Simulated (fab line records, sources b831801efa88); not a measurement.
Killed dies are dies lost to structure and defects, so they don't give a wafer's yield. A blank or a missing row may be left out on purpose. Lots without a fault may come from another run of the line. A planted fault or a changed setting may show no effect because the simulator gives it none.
A struck lot beside a sound one | flow gf180mcu | 30 steps out of a route of 602
Sound: wafers L832.1, L832.2, L832.3. Struck: wafer L837.5. (L837.4, L837.6 of the same lot were not struck and are left out.) The cause comes at the end.
At each step with rows: each side's tool, then ch and its chambers, then its first start. Under that, the readings that differ: sound wafers | struck wafers | difference of the means | sigmas: that difference in standard deviations of wafers without a fault.
alike: readings whose means differ by less than 2 such deviations, and words and numbers that are the same on both sides. not compared: withheld readings, readings that some wafer has no value for, bounds like >300 that may hide the same value, and numbers for which the record gives no deviation and whose values overlap.
The two part at a step that has a row with sigmas, a row that says differs or no value, or rows on one side only. Numbers that don't overlap but have no deviation are shown without sigmas and don't part them. A reading that every wafer of one side lacks parts them only if that side has two wafers or more.

first, 3 steps without rows for these wafers: GF_PSD_EXPOSE_04 (exposes mask Pplus, target cd 400 nm); GF_PSD_PEB_05; GF_PSD_DEVELOP_06 (develop time 60 s).
GF_PSD_CD_MEAS_07: target cd 400 nm.
  sound on cd_sem-02, day 14 07:24; struck on cd_sem-01, day 16 02:28
  alike: cd_nm
GF_PSD_OVL_MEAS_08:
  sound on overlay-01, day 14 07:31; struck on overlay-02, day 16 02:32
  alike: PSD_OVL
then, 1 step without rows for these wafers: GF_PSD_IMPLANT_09.
GF_PSD_STRIP_10: strips in O2/N2.
  sound on plasma_asher-04 ch 0,1, day 14 07:43; struck on plasma_asher-02 ch 0, day 16 02:44
  reading                      | sound                | struck | difference | sigmas
  heater_power_w (W)           | 328 277 270          | 369    | +77        | +3
  strip_time_to_endpoint_s (s) | 16.518 16.535 16.497 | 16.575 | +0.058     | +2
  alike: drypump_motor_current_A, oes_product_au
  not compared: rf_hours_counter_h
GF_PSD_TW_MEAS_11:
  sound on film_metro-02, day 14 07:49; struck on film_metro-01, day 16 02:50
  reading | sound          | struck | difference | sigmas
  PSD_TW  | 3206 3211 3222 | 3118   | -95        | -2
then, 1 step without rows for these wafers: GF_PSD_CLEAN_12 (cleans in SC1/SC2, time 150 s).
GF_PSD_RTA_13: time 20 s.
  sound on rtp_anneal-02 ch 0, day 14 07:55; struck on rtp_anneal-02 ch 0, day 16 02:58
  alike: anneal_temp_c_max, lamp_power_pct, wafer_temp_C_max
GF_PSD_RS_MEAS_14: measures by four-point-probe.
  sound on film_metro-04, day 14 08:00; struck on film_metro-02, day 16 03:04
  reading         | sound             | struck | difference | sigmas
  NSD_RS (ohm/sq) | 46.34 46.47 46.37 | 46.09  | -0.30      | -3
GF_PSD_RS_MEAS_15: measures by four-point-probe.
  sound on film_metro-04, day 14 08:07; struck on film_metro-02, day 16 03:11
  alike: PSD_RS
GF_SAB_CVD_00: deposits SiO2 from TEOS, target thk 50 nm, time 4.9302 s.
  sound on pecvd-01 ch 0,1,2, day 14 08:14; struck on pecvd-02 ch 0, day 16 03:15
  reading                              | sound             | struck | difference | sigmas
  model.SiO2_of_SAB_CVD_00.thk_nm (nm) | 49.94 49.97 49.77 | 69.36  | +19.47     |
  alike: heater_power_w
GF_SAB_THK_MEAS_01:
  sound on film_metro-02, day 14 08:16; struck on film_metro-04, day 16 03:17
  reading             | sound          | struck | difference | sigmas
  SAB_CVD_00_THK (nm) | 50.0 50.0 49.8 | 69.4   | +19.5      | +36
then, 7 steps without rows for these wafers: GF_SAB_DEHYDRATE_02 (time 60 s); GF_SAB_HMDS_03 (prime time 60 s); GF_SAB_COAT_04 (resist thk 1000 nm); GF_SAB_SOFTBAKE_05 (time 60 s); GF_SAB_EXPOSE_06 (exposes mask SAB, target cd 420 nm); GF_SAB_PEB_07; GF_SAB_DEVELOP_08 (develop time 60 s).
GF_SAB_CD_MEAS_09: target cd 420 nm.
  sound on cd_sem-02, day 15 05:50; struck on cd_sem-02, day 17 01:47
  reading    | sound             | struck | difference | sigmas
  cd_nm (nm) | 417.9 415.2 416.7 | 422.0  | +5.4       | +2
GF_SAB_OVL_MEAS_10:
  sound on overlay-01, day 15 05:57; struck on overlay-01, day 17 01:51
  alike: SAB_OVL
GF_SAB_ETCH_11: etches SiO2 in C4F8/O2/Ar, target depth 55 nm, time 8.5 s.
  sound on rie_diel-02 ch 0,1,2, day 15 05:59; struck on rie_diel-01 ch 1, day 17 01:53
  alike: oes_product_au
  not compared: rf_hours_counter_h
then, 1 step without rows for these wafers: GF_SAB_WET_ETCH_12 (etches SiO2 in dHF, target depth 22 nm, time 440 s).
GF_SAB_STRIP_13: strips in O2/N2.
  sound on plasma_asher-01 ch 0,1, day 15 06:09; struck on plasma_asher-03 ch 1, day 17 02:04
  alike: drypump_motor_current_A, heater_power_w, oes_product_au, strip_time_to_endpoint_s
  not compared: rf_hours_counter_h
then, 1 step without rows for these wafers: GF_SALICIDE_CLEAN_00 (cleans in SC1/SC2, time 150 s).
GF_SALICIDE_WET_ETCH_01: etches SiO2 in dHF, target depth 5 nm, time 100 s.
  sound on wet_bench-04 ch 2, day 15 06:18; struck on wet_bench-03 ch 3, day 17 02:11
  reading                              | sound             | struck | difference | sigmas
  model.SiO2_of_SAB_CVD_00.thk_nm (nm) | 39.42 39.46 39.24 | 58.73  | +19.36     |
GF_SALICIDE_SPUTTER_02: material Co, target thk 10 nm, time 20 s.
  sound on pvd_sputter-02, day 15 06:20; struck on pvd_sputter-03, day 17 02:14
  alike: throttle_valve_pct
GF_PASSIVATION_PROBE_99:
  the record has rows for the sound wafers here (prober-01, day 29 05:50) and none for the struck ones

WHERE THEY PART
First at GF_PSD_STRIP_10; last, within this record, at GF_PASSIVATION_PROBE_99.

WHY: what the simulator had put in
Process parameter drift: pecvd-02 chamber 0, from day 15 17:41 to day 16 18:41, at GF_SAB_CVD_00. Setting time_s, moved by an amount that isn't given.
